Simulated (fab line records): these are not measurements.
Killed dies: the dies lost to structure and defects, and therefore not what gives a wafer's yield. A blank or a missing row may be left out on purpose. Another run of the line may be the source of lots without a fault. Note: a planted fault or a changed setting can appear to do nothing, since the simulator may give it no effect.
Which tool did it? | flow sky130 | 33 wafers from 11 lots sampled at 2 of the route's 708 steps

## WHAT EACH GAUGE READ, for each wafer
SKY_LDD_HVN_TW_MEAS_10.
lot  | measured     | on            | LDD_HVN_TW
L866 | day 20 08:59 | film-metro-04 | 1444 1437 1437
L867 | day 20 20:56 | film-metro-04 | 1442 1441 1444
L868 | day 21 13:04 | film-metro-04 | 1448 1448 1454
L871 | day 22 11:46 | film-metro-02 | 1428 1436 1437
L872 | day 23 12:26 | film-metro-04 | 1457 1450 1444
L873 | day 23 13:10 | film-metro-01 | 1422 1426 1422
L874 | day 23 17:44 | film-metro-01 | 1421 1432 1425
L875 | day 24 01:07 | film-metro-01 | 1888 1889 1899
L876 | day 24 11:04 | film-metro-02 | 1915 1914 1918
L877 | day 24 15:28 | film-metro-01 | 1891 1887 1887
L878 | day 25 02:22 | film-metro-01 | 1885 1888 1889

## TOOL THAT RAN EACH LOT (tool first, then ch and the chambers of the sampled wafers, then the start)
lot  | SKY_LDD_HVN_IMPLANT_08
L866 | implanter-02 ch 0, day 20 08:45
L867 | implanter-02 ch 0, day 20 20:41
L868 | implanter-01 ch 0, day 21 12:49
L871 | implanter-02 ch 0, day 22 11:32
L872 | implanter-01 ch 0, day 23 12:11
L873 | implanter-02 ch 0, day 23 12:55
L874 | implanter-02 ch 0, day 23 17:29
L875 | implanter-03 ch 0, day 24 00:53
L876 | implanter-01 ch 0, day 24 10:49
L877 | implanter-01 ch 0, day 24 15:14
L878 | implanter-01 ch 0, day 25 02:08
- SKY_LDD_HVN_IMPLANT_08

## THE ANSWER, worked out from the rows above alone
Rule: what is usual is taken from the lots themselves. The widest of any qualifying gaps counts: lots, ordered by their means at a reading, are off when they make up no more than a third of the lots, leave a main group of 4 or more, and stand apart from it by 3 or more times the standard deviation of that group's means. If all means in a main group match to the digits the tables above print for the reading, that group is not used. A lot without any number at a reading at which 4 lots or more have one is off too. The other lots that the step has rows for count as sound.
Nothing can be told from this: no lot is off at any reading shown.

## WHAT WAS PUT IN BY THE SIMULATOR
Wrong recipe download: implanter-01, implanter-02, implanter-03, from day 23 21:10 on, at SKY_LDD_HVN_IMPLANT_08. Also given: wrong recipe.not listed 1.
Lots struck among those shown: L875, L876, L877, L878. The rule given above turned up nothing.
